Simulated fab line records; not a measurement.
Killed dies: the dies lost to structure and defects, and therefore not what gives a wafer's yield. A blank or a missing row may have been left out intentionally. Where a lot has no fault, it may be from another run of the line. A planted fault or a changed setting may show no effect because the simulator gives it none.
Which tool did it?	flow sky130	45 wafers sampled from 15 lots at 1 step of a route of 708

== WHAT THE GAUGES SHOWED, per wafer ==
The record holds no reading of a measuring or inspecting step that can be judged against a usual standard deviation.

== WHICH TOOL RAN EACH LOT (tool, then ch and the chambers of the sampled wafers, then the start) ==
lot	SKY_FIELD_ISO_WET_ETCH_30
L506	wet-bench-02 ch 0, day 2 18:36
L507	wet-bench-02 ch 3, day 2 22:35
L509	wet-bench-02 ch 3, day 3 12:32
L510	wet-bench-01 ch 0, day 4 01:43
L512	wet-bench-01 ch 1, day 4 07:00
L513	wet-bench-02 ch 2, day 4 11:23
L514	wet-bench-02 ch 2, day 4 17:05
L515	wet-bench-01 ch 2, day 4 22:21
L516	wet-bench-01 ch 2, day 4 22:21
L518	wet-bench-02 ch 0, day 5 10:40
L519	wet-bench-01 ch 3, day 5 15:02
L520	wet-bench-02 ch 1, day 5 17:04
L526	wet-bench-02 ch 0, day 7 05:19
L527	wet-bench-02 ch 0, day 7 05:19
L528	wet-bench-02 ch 0, day 7 11:10
- SKY_FIELD_ISO_WET_ETCH_30: etches SiO2 in dHF, target depth 25 nm, time 50 s.

== AS READ BY THE TOOLS THEMSELVES (means over the sampled wafers that have a number; for cases with no such wafer, the mark the record gives instead) ==
SKY_FIELD_ISO_WET_ETCH_30. Usual: bath-heat-duty-pct 6.4 %, standard deviation 0.73; run-length-s 79 s, standard deviation 3.3.
lot	tool	bath-heat-duty-pct (%)	run-length-s (s)	flag
L506	wet-bench-02	6.0	82	
L507	wet-bench-02	7.5	83	
L509	wet-bench-02	7.4	83	
L510	wet-bench-01	5.7	75	
L512	wet-bench-01	5.6	82	
L513	wet-bench-02	7.3	76	
L514	wet-bench-02	7.1	75	
L515	wet-bench-01	5.7	79	
L516	wet-bench-01	6.0	77	
L518	wet-bench-02	-	-	OFF
L519	wet-bench-01	-	-	OFF
L520	wet-bench-02	-	-	OFF
L526	wet-bench-02	7.0	81	
L527	wet-bench-02	6.6	81	
L528	wet-bench-02	6.4	81	

== THE ANSWER, worked out from the rows above alone ==
Rule: a lot is off if the mean of its wafers that have a number lies more than 3 standard deviations from the usual mean. A lot without any number at a reading at which 4 lots or more have one is off too. All remaining lots with rows at the step are treated as sound. Order of review: gauges by route order, followed by the tools' own readings, for which a lot's mean as printed above is used. The first step at which some lot is off is used, and at that step the reading that is off furthest; a lot without a number counts as furthest.
Off at SKY_FIELD_ISO_WET_ETCH_30 (bath-heat-duty-pct): L518, L519, L520. Without a number there: L518, L519, L520.
If a tool, at that step or one of the process steps before it, ran each lot that is off and ran no sound lot following the first of them, it fits. Of those tried, none fits.

== WHAT THE SIMULATOR PUT IN ==
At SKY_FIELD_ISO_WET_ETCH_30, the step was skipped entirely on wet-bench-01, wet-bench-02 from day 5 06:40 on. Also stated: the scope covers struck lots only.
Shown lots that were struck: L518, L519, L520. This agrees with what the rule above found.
